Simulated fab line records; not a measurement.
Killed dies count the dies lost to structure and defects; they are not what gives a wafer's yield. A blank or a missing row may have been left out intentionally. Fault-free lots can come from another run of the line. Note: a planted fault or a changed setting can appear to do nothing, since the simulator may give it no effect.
Problem report, 8D (eight disciplines) form, completed by code || flow sky130 || the parts of the form that need people (team, actions taken, sign-off) are left out

1. THE PROBLEM
Wafers free of any fault read 10.28 nm (standard deviation 0.19) for GATE_OXIDE_OXIDATION_00_THK at SKY_GATE_OXIDE_THK_MEAS_02, against a mean of 3.91 nm on 6 wafers of 2 lots. Measured from the usual mean, that is -34 standard deviations.
First seen on wafer L333.2, day 18 13:59, on film_metro-03. At this step, 33 wafers from 11 lots have a number in the record. The rule behind "out" and "out of limits": a value lying over 4 standard deviations away from the usual mean. Any other wafer with a number is counted as sound.

2. WHAT IT IS; WHAT IT IS NOT
{"question": "which readings at this step", "is": "GATE_OXIDE_OXIDATION_00_THK", "is not": "-"}
{"question": "which lots", "is": "L333, L336", "is not": "L319, L320, L321, L323, L324, L325, L326, L331, L340"}
{"question": "which wafers of those lots", "is": "all that have a number", "is not": "-"}
{"question": "read on which gauges", "is": "film_metro-03", "is not": "film_metro-01, film_metro-02"}
{"question": "when", "is": "from day 18 13:59", "is not": "up to then (24 sound wafers); but 3 sound wafers of L340 came after"}

3. SUSPECTS, AND WHAT RULES EACH OUT
Counting: a tool at any process step up to the reading remains a suspect when it ran all the lots that are out and ran no sound lot after the first of those.
- the gauge at SKY_GATE_OXIDE_THK_MEAS_02: ruled out. All the wafers that are out were read on film_metro-03, but those of them that SKY_GATE_OXIDE_OXIDATION_01 has rows for are out there too, on other tools.
- furnace-01 at SKY_GATE_OXIDE_OXIDATION_01 (stabilise 600 s, purge 300 s, target thk 10.268 nm): kept. It ran every lot that is out, first L333 (day 18 12:34), and no sound lot after that; its last sound lot up to then is L326 (day 15 04:43). Its own spike_tc_bottom_C, spike_tc_centre_C, spike_tc_lower_C, spike_tc_top_C, spike_tc_upper_C, tube_center_temp_C, tube_center_temp_C_max, zone_power_bottom_pct, zone_power_centre_pct, zone_power_lower_pct, zone_power_upper_pct readings are out on those wafers.
Left after counting: furnace-01 at SKY_GATE_OXIDE_OXIDATION_01.

4. THE CAUSE (what the simulator had put in)
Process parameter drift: furnace-01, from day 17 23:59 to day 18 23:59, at SKY_GATE_OXIDE_OXIDATION_01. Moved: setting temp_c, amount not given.
This tool alone remained once counting was done.

5. SEQUENCE OF EFFECTS, ordered by route
Each row: a reading whose mean over the struck wafers that have a number lies more than 3 standard deviations from the usual. Scope: only readings with a usual standard deviation given in the record; hours: median across lots of the time from each lot's start at the first step in this table that gives one to its start at this step; sigmas: change in usual standard deviations.
{"hours": 0, "step": "SKY_GATE_OXIDE_OXIDATION_01", "reading": "spike_tc_bottom_C", "usual": "919.3 C", "on struck wafers": 842.1, "change": -77.1, "sigmas": -35}
{"hours": 0, "step": "SKY_GATE_OXIDE_OXIDATION_01", "reading": "spike_tc_centre_C", "usual": "901.1 C", "on struck wafers": 821.4, "change": -79.7, "sigmas": -84}
{"hours": 0, "step": "SKY_GATE_OXIDE_OXIDATION_01", "reading": "spike_tc_lower_C", "usual": "900.6 C", "on struck wafers": 820.6, "change": -80.0, "sigmas": -80}
{"hours": 0, "step": "SKY_GATE_OXIDE_OXIDATION_01", "reading": "spike_tc_top_C", "usual": "913.3 C", "on struck wafers": 836.0, "change": -77.3, "sigmas": -59}
{"hours": 0, "step": "SKY_GATE_OXIDE_OXIDATION_01", "reading": "spike_tc_upper_C", "usual": "899.8 C", "on struck wafers": 820.5, "change": -79.3, "sigmas": -72}
{"hours": 0, "step": "SKY_GATE_OXIDE_OXIDATION_01", "reading": "tube_center_temp_C", "usual": "900.01 C", "on struck wafers": 820.36, "change": -79.65, "sigmas": "-99 or more"}
{"hours": 0, "step": "SKY_GATE_OXIDE_OXIDATION_01", "reading": "tube_center_temp_C_max", "usual": 902.3, "on struck wafers": 822.7, "change": -79.6, "sigmas": "-99 or more"}
{"hours": 0, "step": "SKY_GATE_OXIDE_OXIDATION_01", "reading": "zone_power_bottom_pct", "usual": "28.5 %", "on struck wafers": 22.9, "change": -5.6, "sigmas": -5.6}
{"hours": 0, "step": "SKY_GATE_OXIDE_OXIDATION_01", "reading": "zone_power_centre_pct", "usual": "18.88 %", "on struck wafers": 15.81, "change": -3.06, "sigmas": -13}
{"hours": 0, "step": "SKY_GATE_OXIDE_OXIDATION_01", "reading": "zone_power_lower_pct", "usual": "18.77 %", "on struck wafers": 15.45, "change": -3.32, "sigmas": -17}
{"hours": 0, "step": "SKY_GATE_OXIDE_OXIDATION_01", "reading": "zone_power_top_pct", "usual": "33.2 %", "on struck wafers": 28.0, "change": -5.2, "sigmas": -3.7}
{"hours": 0, "step": "SKY_GATE_OXIDE_OXIDATION_01", "reading": "zone_power_upper_pct", "usual": "20.2 %", "on struck wafers": 16.8, "change": -3.4, "sigmas": -11}
{"hours": 1, "step": "SKY_GATE_OXIDE_THK_MEAS_02", "reading": "GATE_OXIDE_OXIDATION_00_THK", "usual": "10.28 nm", "on struck wafers": 3.91, "change": -6.37, "sigmas": -34}
It contains these process steps:
- SKY_GATE_OXIDE_OXIDATION_01: stabilise 600 s, purge 300 s, target thk 10.268 nm.
Later steps that measure or inspect, where all struck wafers having a row at the step show a number for every such reading and not one has moved that far: SKY_VIA1_THK_MEAS_01.

6. WHAT WOULD HAVE CAUGHT IT SOONER
The first out-of-limits reading at a measuring or inspecting step in this record came at day 18 13:59, 14 hours after the fault's start at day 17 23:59.
Tool's own readings at SKY_GATE_OXIDE_OXIDATION_01, spike_tc_bottom_C, spike_tc_centre_C, spike_tc_lower_C, spike_tc_top_C, spike_tc_upper_C, tube_center_temp_C, tube_center_temp_C_max, zone_power_bottom_pct, zone_power_centre_pct, zone_power_lower_pct, zone_power_upper_pct: out on all struck wafers the step has rows for; an alarm limit on them would have tripped on the first.
Each of the lots that are out, 2 in all, had begun SKY_GATE_OXIDE_OXIDATION_01 on furnace-01 no later than day 18 13:59. Tool hold at that time: it would have spared none of them.
